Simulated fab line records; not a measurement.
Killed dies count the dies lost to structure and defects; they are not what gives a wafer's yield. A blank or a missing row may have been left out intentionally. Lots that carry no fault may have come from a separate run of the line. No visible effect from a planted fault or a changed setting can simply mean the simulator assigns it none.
The same fault as seen by 2 desks | flow gf180mcu | each desk has only its own numbers; what lay behind them comes last

FOR THE TOOL OWNER'S DESK: rtpAnneal-01
At GF_HV_LDD_RTA_52 (time 10 s), the tool's own readings, given per lot that ran on this tool as the mean of the sampled wafers with a number. Marked OUT: a lot whose mean sits more than 4 standard deviations from the usual mean, which makes it out of limits; the brackets give that distance.
Columns: A = lampPowerPct at GF_HV_LDD_RTA_52, usual 29.9 %; B = wafer_temp_C_max at GF_HV_LDD_RTA_52, usual 1003.4
lot  | first seen here | A    | B
L667 | day 12 15:52    | 32.3 | 1003.5
L678 | day 15 22:51    | 32.2 | 1003.1
L679 | day 16 04:48    | 25.2 | 909.7 (-99 or more) OUT
L680 | day 16 10:50    | 25.3 | 909.5 (-99 or more) OUT
L688 | day 19 11:56    | 32.3 | 1002.6
This desk's verdict: out of limits on L679, L680, starting with L679 at day 16 04:48 (wafer_temp_C_max at GF_HV_LDD_RTA_52). In limits: L667, L678, L688.

AT THE METROLOGY DESK
What the gauges read for every lot (on any tool): the sampled wafers with a number, averaged. Marked OUT: a lot whose mean sits more than 4 standard deviations from the usual mean, which makes it out of limits; the brackets give that distance.
Columns: A = POLY_GATE_OVL at GF_POLY_GATE_OVL_MEAS_11, usual -1 nm; B = HV_LDD_RS at GF_HV_LDD_RS_MEAS_53, usual 419.2 ohm/sq
lot  | first seen here | A   | B
L668 | day 9 08:50     | -11 | 418.3
L667 | day 9 09:04     | -4  | 419.8
L670 | day 10 05:32    | 2   | 418.8
L678 | day 12 10:52    | 3   | 418.0
L679 | day 12 14:49    | 2   | 416.3
L680 | day 12 20:34    | 5   | 415.0 (-4.6) OUT
L682 | day 13 14:25    | -10 | 418.5
L685 | day 14 13:22    | -10 | 419.4
L686 | day 14 20:06    | 7   | 420.2
L688 | day 15 10:55    | 1   | 418.5
L689 | day 15 16:08    | -1  | 420.2
L690 | day 16 00:21    | -1  | 418.9
This desk finds L680 out of limits, with the earliest case on L680 at day 16 10:55 (HV_LDD_RS at GF_HV_LDD_RS_MEAS_53). In limits: L668, L667, L670, L678, L679, L682, L685, L686, L688, L689, L690.

TAKEN TOGETHER
The tool owner's desk could have raised an alarm at day 16 04:48, on L679, L680.
At day 16 10:55 the metrology desk could have sounded an alarm, on L680.
The metrology desk has L679 on record, within its limits.
All the named lots went through GF_HV_LDD_RTA_52 on rtpAnneal-01.

WHAT THE SIMULATOR HAD INSERTED
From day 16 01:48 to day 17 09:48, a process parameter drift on rtpAnneal-01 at GF_HV_LDD_RTA_52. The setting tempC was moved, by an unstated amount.
Lots struck among those shown: L679, L680.
Time in hours from fault onset to the first out-of-limits reading at each desk: tool owner's desk 3, metrology desk 9.
